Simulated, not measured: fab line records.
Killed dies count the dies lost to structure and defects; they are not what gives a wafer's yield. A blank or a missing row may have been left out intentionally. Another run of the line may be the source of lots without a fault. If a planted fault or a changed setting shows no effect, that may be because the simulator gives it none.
Matching of chambers / flow gf180mcu / GF_PASSIVATION_ETCH_11 on rieDiel-01 has 4 sister chambers
The step etches the open film in CF4/O2, stops on TiN, target depth 1800 nm, time 400 s. 18 wafers are shown with their chamber, then 9 later ones without.

WAFERS, EACH WITH ITS CHAMBER
wafer=L074.1; chamber=2; drypumpMotorCurrentA (A)=5.95; oesProductAu (a.u.)=0.956; throttleValvePct (%)=5.956
wafer=L074.3; chamber=1; drypumpMotorCurrentA (A)=5.69; oesProductAu (a.u.)=0.963; throttleValvePct (%)=5.968
wafer=L074.6; chamber=0; drypumpMotorCurrentA (A)=5.54; oesProductAu (a.u.)=0.964; throttleValvePct (%)=5.938
wafer=L075.2; chamber=1; drypumpMotorCurrentA (A)=5.69; oesProductAu (a.u.)=0.951; throttleValvePct (%)=5.963
wafer=L075.3; chamber=2; drypumpMotorCurrentA (A)=5.92; oesProductAu (a.u.)=0.947; throttleValvePct (%)=5.977
wafer=L075.4; chamber=3; drypumpMotorCurrentA (A)=5.49; oesProductAu (a.u.)=0.963; throttleValvePct (%)=5.968
wafer=L079.1; chamber=3; drypumpMotorCurrentA (A)=5.48; oesProductAu (a.u.)=0.952; throttleValvePct (%)=5.953
wafer=L079.4; chamber=2; drypumpMotorCurrentA (A)=5.92; oesProductAu (a.u.)=0.967; throttleValvePct (%)=5.953
wafer=L079.6; chamber=2; drypumpMotorCurrentA (A)=5.90; oesProductAu (a.u.)=0.952; throttleValvePct (%)=5.953
wafer=L080.4; chamber=1; drypumpMotorCurrentA (A)=5.70; oesProductAu (a.u.)=0.968; throttleValvePct (%)=5.953
wafer=L080.5; chamber=2; drypumpMotorCurrentA (A)=5.95; oesProductAu (a.u.)=0.974; throttleValvePct (%)=5.955
wafer=L080.6; chamber=3; drypumpMotorCurrentA (A)=5.51; oesProductAu (a.u.)=0.979; throttleValvePct (%)=5.967
wafer=L084.1; chamber=3; drypumpMotorCurrentA (A)=5.48; oesProductAu (a.u.)=0.954; throttleValvePct (%)=5.948
wafer=L084.4; chamber=2; drypumpMotorCurrentA (A)=5.93; oesProductAu (a.u.)=0.973; throttleValvePct (%)=5.961
wafer=L084.6; chamber=0; drypumpMotorCurrentA (A)=5.56; oesProductAu (a.u.)=0.969; throttleValvePct (%)=5.961
wafer=L086.1; chamber=2; drypumpMotorCurrentA (A)=5.88; oesProductAu (a.u.)=0.946; throttleValvePct (%)=5.972
wafer=L086.3; chamber=1; drypumpMotorCurrentA (A)=5.69; oesProductAu (a.u.)=0.952; throttleValvePct (%)=5.969
wafer=L086.4; chamber=0; drypumpMotorCurrentA (A)=5.57; oesProductAu (a.u.)=0.966; throttleValvePct (%)=5.972

SIGNATURES (averages over the wafers above)
reading=drypumpMotorCurrentA; chamber 0=5.5567; chamber 1=5.6925; chamber 2=5.9214; chamber 3=5.4900; scatter within a chamber=0.0189
reading=oesProductAu; chamber 0=0.96633; chamber 1=0.95850; chamber 2=0.95929; chamber 3=0.96200; scatter within a chamber=0.0105
reading=throttleValvePct; chamber 0=5.95700; chamber 1=5.96325; chamber 2=5.96100; chamber 3=5.95900; scatter within a chamber=0.0108
Rule: a wafer lies at a distance from a chamber equal to the root of the sum of squares, over the readings, of (its reading less the chamber's mean, divided by the reading's scatter). If the next closest chamber is less than 2 further off than the closest, the wafer can't be placed; otherwise it belongs to the closest. The scatter is the square root of a quotient: the sum, over the shown wafers, of each reading's squared deviation from its chamber's mean, divided by wafers minus chambers.

WAFERS WITHOUT THEIR CHAMBER
wafer=L088.2; drypumpMotorCurrentA (A)=5.58; oesProductAu (a.u.)=0.954; throttleValvePct (%)=5.992
wafer=L088.3; drypumpMotorCurrentA (A)=5.92; oesProductAu (a.u.)=0.967; throttleValvePct (%)=5.972
wafer=L088.4; drypumpMotorCurrentA (A)=5.69; oesProductAu (a.u.)=0.963; throttleValvePct (%)=5.947
wafer=L091.1; drypumpMotorCurrentA (A)=5.56; oesProductAu (a.u.)=0.958; throttleValvePct (%)=5.955
wafer=L091.2; drypumpMotorCurrentA (A)=5.89; oesProductAu (a.u.)=0.959; throttleValvePct (%)=5.935
wafer=L091.6; drypumpMotorCurrentA (A)=5.91; oesProductAu (a.u.)=0.974; throttleValvePct (%)=5.966
wafer=L094.3; drypumpMotorCurrentA (A)=5.50; oesProductAu (a.u.)=0.964; throttleValvePct (%)=5.948
wafer=L094.4; drypumpMotorCurrentA (A)=5.96; oesProductAu (a.u.)=0.964; throttleValvePct (%)=5.951
wafer=L094.6; drypumpMotorCurrentA (A)=5.54; oesProductAu (a.u.)=0.978; throttleValvePct (%)=5.982

THE CHAMBER EACH PASSED THROUGH
wafer=L088.2; from the rows above=0; in truth=0
wafer=L088.3; from the rows above=2; in truth=2
wafer=L088.4; from the rows above=1; in truth=1
wafer=L091.1; from the rows above=0; in truth=0
wafer=L091.2; from the rows above=2; in truth=2
wafer=L091.6; from the rows above=2; in truth=2
wafer=L094.3; from the rows above=can't be placed: 3 or 0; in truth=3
wafer=L094.4; from the rows above=2; in truth=2
wafer=L094.6; from the rows above=can't be placed: 0 or 3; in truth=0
Correct placement for 7 of the 9. Unplaceable from these rows: 2, with the true chamber sitting among the candidates in 2. Wrongly placed: 0.
